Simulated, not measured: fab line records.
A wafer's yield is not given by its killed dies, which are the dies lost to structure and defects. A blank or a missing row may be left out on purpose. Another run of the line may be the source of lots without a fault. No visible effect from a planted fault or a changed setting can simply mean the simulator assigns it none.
Which of the tools did it? || flow gf180mcu || 18 wafers from 6 lots sampled at 3 of the route's 602 steps

## WHAT EACH GAUGE READ, for each wafer
GF_VT_IMPLANT_TW_MEAS_21.
{"lot": "L809", "measured": "day 6 21:14", "on": "film-metro-04", "VT_IMPLANT_2_TW": "1211 1217 1222"}
{"lot": "L812", "measured": "day 7 14:52", "on": "film-metro-04", "VT_IMPLANT_2_TW": "1211 1217 1214"}
{"lot": "L816", "measured": "day 8 15:48", "on": "film-metro-04", "VT_IMPLANT_2_TW": "1227 1219 1220"}
{"lot": "L820", "measured": "day 9 14:57", "on": "film-metro-03", "VT_IMPLANT_2_TW": "1224 1228 1229"}
{"lot": "L827", "measured": "day 11 10:36", "on": "film-metro-03", "VT_IMPLANT_2_TW": "1226 1228 1226"}
{"lot": "L830", "measured": "day 12 08:03", "on": "film-metro-02", "VT_IMPLANT_2_TW": "692 692 692"}

## TOOL THAT RAN EACH LOT (tool first, then ch and the chambers of the sampled wafers, then the start)
{"lot": "L809", "GF_LVPWELL_STRIP_10": "plasma-asher-04 ch 0,1, day 4 10:37", "GF_VT_IMPLANT_IMPLANT_19": "implanter-01 ch 0, day 6 20:59"}
{"lot": "L812", "GF_LVPWELL_STRIP_10": "plasma-asher-01 ch 0,1, day 5 02:20", "GF_VT_IMPLANT_IMPLANT_19": "implanter-01 ch 0, day 7 14:39"}
{"lot": "L816", "GF_LVPWELL_STRIP_10": "plasma-asher-04 ch 0,1, day 6 00:58", "GF_VT_IMPLANT_IMPLANT_19": "implanter-01 ch 0, day 8 15:33"}
{"lot": "L820", "GF_LVPWELL_STRIP_10": "plasma-asher-01 ch 0,1, day 6 22:40", "GF_VT_IMPLANT_IMPLANT_19": "implanter-02 ch 0, day 9 14:42"}
{"lot": "L827", "GF_LVPWELL_STRIP_10": "plasma-asher-01 ch 1, day 8 12:18", "GF_VT_IMPLANT_IMPLANT_19": "implanter-02 ch 0, day 11 10:21"}
{"lot": "L830", "GF_LVPWELL_STRIP_10": "plasma-asher-01 ch 0,1, day 9 06:28", "GF_VT_IMPLANT_IMPLANT_19": "implanter-02 ch 0, day 12 07:48"}
- GF_LVPWELL_STRIP_10: strips in O2/N2.
- GF_VT_IMPLANT_IMPLANT_19

## THE ANSWER, worked out from the rows above alone
Rule: the lots themselves supply what counts as usual. The widest of any qualifying gaps counts: lots, ordered by their means at a reading, are off when they make up no more than a third of the lots, leave a main group of 4 or more, and stand apart from it by 3 or more times the standard deviation of that group's means. Not used: any main group whose means are identical at the precision the tables above print for the reading. Also off: a lot with no number at a reading for which 4 or more lots have one. All remaining lots with rows at the step are treated as sound.
Off: at GF_VT_IMPLANT_TW_MEAS_21 (VT_IMPLANT_2_TW), L830. Main group: mean 1221, sd 5.2.
If a tool, at a process step before that reading, ran all the lots that are off and no sound lot after the first of them, it fits. Gauges at GF_VT_IMPLANT_TW_MEAS_21: tried the same way as those tools. Can't be told from this: 3 tools fit, plasma-asher-01 at GF_LVPWELL_STRIP_10, implanter-02 at GF_VT_IMPLANT_IMPLANT_19, film-metro-02 at GF_VT_IMPLANT_TW_MEAS_21.

## WHAT THE SIMULATOR HAD INSERTED
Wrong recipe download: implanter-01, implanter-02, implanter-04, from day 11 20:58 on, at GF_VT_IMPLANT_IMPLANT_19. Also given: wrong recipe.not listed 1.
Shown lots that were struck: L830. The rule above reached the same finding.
